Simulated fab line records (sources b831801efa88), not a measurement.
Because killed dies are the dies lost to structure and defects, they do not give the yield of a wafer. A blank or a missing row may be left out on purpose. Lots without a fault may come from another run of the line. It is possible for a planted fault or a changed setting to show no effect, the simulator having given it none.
Which tool was responsible? || flow gf180mcu || Sampling: 14 lots, 42 wafers, 2 of 602 route steps

## WHAT EACH GAUGE READ, for each wafer
GF_V4_THK_MEAS_03. Usual: V4_CVD_02_THK gives 853 nm (standard deviation 11).
{"lot": "L759", "measured": "day 23 07:32", "on": "filmMetro-03", "V4_CVD_02_THK (nm)": "855 836 849", "flag": ""}
{"lot": "L761", "measured": "day 24 04:20", "on": "filmMetro-02", "V4_CVD_02_THK (nm)": "848 839 869", "flag": ""}
{"lot": "L762", "measured": "day 24 12:56", "on": "filmMetro-02", "V4_CVD_02_THK (nm)": "865 855 877", "flag": ""}
{"lot": "L763", "measured": "day 25 07:52", "on": "filmMetro-03", "V4_CVD_02_THK (nm)": "849 849 861", "flag": ""}
{"lot": "L766", "measured": "day 26 08:07", "on": "filmMetro-03", "V4_CVD_02_THK (nm)": "858 869 864", "flag": ""}
{"lot": "L767", "measured": "day 26 10:38", "on": "filmMetro-02", "V4_CVD_02_THK (nm)": "836 840 840", "flag": ""}
{"lot": "L769", "measured": "day 26 22:56", "on": "filmMetro-02", "V4_CVD_02_THK (nm)": "855 865 857", "flag": ""}
{"lot": "L770", "measured": "day 27 11:36", "on": "filmMetro-03", "V4_CVD_02_THK (nm)": "834 854 848", "flag": ""}
{"lot": "L772", "measured": "day 27 21:54", "on": "filmMetro-03", "V4_CVD_02_THK (nm)": "856 841 861", "flag": ""}
{"lot": "L773", "measured": "day 28 09:40", "on": "filmMetro-04", "V4_CVD_02_THK (nm)": "851 851 849", "flag": ""}
{"lot": "L774", "measured": "day 28 21:26", "on": "filmMetro-03", "V4_CVD_02_THK (nm)": "840 858 850", "flag": ""}
{"lot": "L778", "measured": "day 29 16:02", "on": "filmMetro-02", "V4_CVD_02_THK (nm)": "841 858 856", "flag": ""}
{"lot": "L781", "measured": "day 30 06:34", "on": "filmMetro-04", "V4_CVD_02_THK (nm)": "845 839 873", "flag": ""}
{"lot": "L782", "measured": "day 30 12:25", "on": "filmMetro-02", "V4_CVD_02_THK (nm)": "846 857 864", "flag": ""}

## TOOL THAT RAN EACH LOT (tool first, then ch and the chambers of the sampled wafers, then the start)
{"lot": "L759", "GF_V4_CVD_02": "pecvd-04 ch 0,1, day 23 07:27"}
{"lot": "L761", "GF_V4_CVD_02": "pecvd-04 ch 1,2, day 24 04:16"}
{"lot": "L762", "GF_V4_CVD_02": "pecvd-02 ch 0,1,2, day 24 12:52"}
{"lot": "L763", "GF_V4_CVD_02": "pecvd-04 ch 0,1,2, day 25 07:47"}
{"lot": "L766", "GF_V4_CVD_02": "pecvd-01 ch 0,1, day 26 08:02"}
{"lot": "L767", "GF_V4_CVD_02": "pecvd-01 ch 0,1,2, day 26 10:34"}
{"lot": "L769", "GF_V4_CVD_02": "pecvd-02 ch 0,1,2, day 26 22:53"}
{"lot": "L770", "GF_V4_CVD_02": "pecvd-01 ch 0,1, day 27 11:32"}
{"lot": "L772", "GF_V4_CVD_02": "pecvd-02 ch 0,1, day 27 21:49"}
{"lot": "L773", "GF_V4_CVD_02": "pecvd-01 ch 0,1,2, day 28 09:34"}
{"lot": "L774", "GF_V4_CVD_02": "pecvd-01 ch 1,2, day 28 21:21"}
{"lot": "L778", "GF_V4_CVD_02": "pecvd-02 ch 0,2, day 29 15:56"}
{"lot": "L781", "GF_V4_CVD_02": "pecvd-01 ch 0,1, day 30 06:29"}
{"lot": "L782", "GF_V4_CVD_02": "pecvd-04 ch 0,1,2, day 30 12:21"}
- GF_V4_CVD_02: deposits SiO2 from TEOS, target thk 850 nm, time 94.851 s.

## AS READ BY THE TOOLS THEMSELVES (means over the sampled wafers that have a number; for cases with no such wafer, the mark the record gives instead)
GF_V4_CVD_02. Usual: heaterPowerW 634 W, standard deviation 70.
{"lot": "L759", "tool": "pecvd-04", "heaterPowerW (W)": 603, "flag": ""}
{"lot": "L761", "tool": "pecvd-04", "heaterPowerW (W)": 620, "flag": ""}
{"lot": "L762", "tool": "pecvd-02", "heaterPowerW (W)": 652, "flag": ""}
{"lot": "L763", "tool": "pecvd-04", "heaterPowerW (W)": 602, "flag": ""}
{"lot": "L766", "tool": "pecvd-01", "heaterPowerW (W)": 637, "flag": ""}
{"lot": "L767", "tool": "pecvd-01", "heaterPowerW (W)": 666, "flag": ""}
{"lot": "L769", "tool": "pecvd-02", "heaterPowerW (W)": 599, "flag": ""}
{"lot": "L770", "tool": "pecvd-01", "heaterPowerW (W)": 712, "flag": ""}
{"lot": "L772", "tool": "pecvd-02", "heaterPowerW (W)": 665, "flag": ""}
{"lot": "L773", "tool": "pecvd-01", "heaterPowerW (W)": 663, "flag": ""}
{"lot": "L774", "tool": "pecvd-01", "heaterPowerW (W)": 649, "flag": ""}
{"lot": "L778", "tool": "pecvd-02", "heaterPowerW (W)": 698, "flag": ""}
{"lot": "L781", "tool": "pecvd-01", "heaterPowerW (W)": 704, "flag": ""}
{"lot": "L782", "tool": "pecvd-04", "heaterPowerW (W)": 578, "flag": ""}

## THE ANSWER, worked out from the rows above alone
Rule: lot off if the mean of its wafers having a number is beyond 3 standard deviations from the usual mean. Also off: a lot with no number at a reading for which 4 or more lots have one. Any other lot the step has rows for is counted as sound. Order of review: gauges by route order, followed by the tools' own readings, for which a lot's mean as printed above is used. At the first step where some lot is off, the reading lying furthest off is the one used; lots without a number count as furthest.
None of the lots is off at any reading shown; this tells nothing.

## WHAT THE SIMULATOR PUT IN
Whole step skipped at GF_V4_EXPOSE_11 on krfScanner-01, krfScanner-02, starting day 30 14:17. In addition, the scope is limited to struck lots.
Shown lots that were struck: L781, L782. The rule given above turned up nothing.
